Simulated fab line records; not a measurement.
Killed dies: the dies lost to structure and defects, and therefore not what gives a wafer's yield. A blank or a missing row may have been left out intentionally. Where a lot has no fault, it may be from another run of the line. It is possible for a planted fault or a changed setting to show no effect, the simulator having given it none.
Struck lot and sound lot, side by side	flow sky130	15 steps out of a route of 708
Sound: wafers L703.1, L703.2, L703.3. Wafers L695.2, L695.3, L695.6 were the ones struck. The cause is named last.
Per side, at each step with rows, come the tool, then ch with its chambers, and then its first start. Under that, the readings that differ: sound wafers	struck wafers	difference of the means	sigmas: that difference in standard deviations of wafers without a fault.
alike: words and numbers the same on both sides, and readings whose means are apart by under 2 such deviations; not compared: readings that were withheld, readings missing a value for some wafer, numbers with overlapping values and no deviation given by the record, and bounds like >300 which may hide the same value.
Wherever a step has rows on one side only, a row that says differs or no value, or a row with sigmas, the two part there. Non-overlapping numbers with no deviation appear without sigmas and do not part them. A reading that every wafer of one side lacks parts them only if that side has two wafers or more.

SKY_CAP2M_METAL_ETCH_13: etches TiN in Cl2/BCl3, stops on SiO2, target depth 220 nm, time 62.9 s.
  sound on rieMetal-01 ch 0,1, day 46 12:53; struck on rieMetal-01 ch 0,1, day 44 06:55
  alike: drypumpMotorCurrentA, oesProductAu, throttleValvePct
  not compared: rfHoursCounterH
SKY_CAP2M_STRIP_14: strips in O2/N2.
  sound on plasmaAsher-02 ch 0,1, day 46 12:59; struck on plasmaAsher-04 ch 0, day 44 07:00
reading	sound	struck	difference	sigmas
drypumpMotorCurrentA (A)	5.61 5.71 5.59	6.23 6.23 6.21	+0.59	+2
stripTimeToEndpointS (s)	12.78 12.78 12.82	12.69 12.63 12.67	-0.13	-3
  alike: oesProductAu
  not compared: rfHoursCounterH
then, 10 steps without rows for these wafers: SKY_CAP2M_STRIP_15 (strips in post etch residue remover, time 1200 s); SKY_CAP2M_CLEAN_16 (cleans in IPA, time 180 s); SKY_CAP2M_CLEAN_17 (cleans in O3/DIW); SKY_METAL4_DEHYDRATE_05 (time 60 s); SKY_METAL4_HMDS_06 (prime time 60 s); SKY_METAL4_COAT_07 (resist thk 60 nm); SKY_METAL4_COAT_08 (resist thk 1140 nm); SKY_METAL4_SOFTBAKE_09 (time 90 s); SKY_METAL4_EXPOSE_10 (exposes mask MM4, target cd 300 nm); SKY_METAL4_PEB_11.
SKY_METAL4_DEVELOP_12: develop time 60 s.
  sound on lithoTrack-01 ch 0, day 47 08:00; struck on lithoTrack-02 ch 0, day 45 04:00
reading	sound	struck	difference	sigmas
developerTempC (C)	20.94 20.91 21.10	20.16 19.94 20.19	-0.89	-7
SKY_METAL4_CD_MEAS_13: target cd 300 nm.
  struck on cdSem-01, day 45 04:25; sound on cdSem-02, day 47 08:59
  alike: cdNm
-- the record jumps here: 4 days lie between the struck wafers' starts before and after (it left off in module METAL4 and takes up again in module PAD_OPEN, whose first step shown is number 708 of the route) --
SKY_PAD_OPEN_PROBE_99:
  struck on prober-01, day 48 18:31; sound on prober-01, day 50 14:11
  alike: defectLimitedYield, killed_at_M0_to_M3, killed_at_M4_up, killedAtContacts, killedAtFrontEnd, killedAtOther, killedDies, killedOpen, killedShort, sort_bin_3_pad_short, sort_bin_5_function, sort_bin_6_memory, sortNPass, sortYieldPct

== WHERE THEY PART ==
First at SKY_CAP2M_STRIP_14; last, within this record, at SKY_METAL4_DEVELOP_12. Later steps at which nothing parts them and some readings are alike: SKY_METAL4_CD_MEAS_13, SKY_PAD_OPEN_PROBE_99.

WHY: whatever the simulator had introduced
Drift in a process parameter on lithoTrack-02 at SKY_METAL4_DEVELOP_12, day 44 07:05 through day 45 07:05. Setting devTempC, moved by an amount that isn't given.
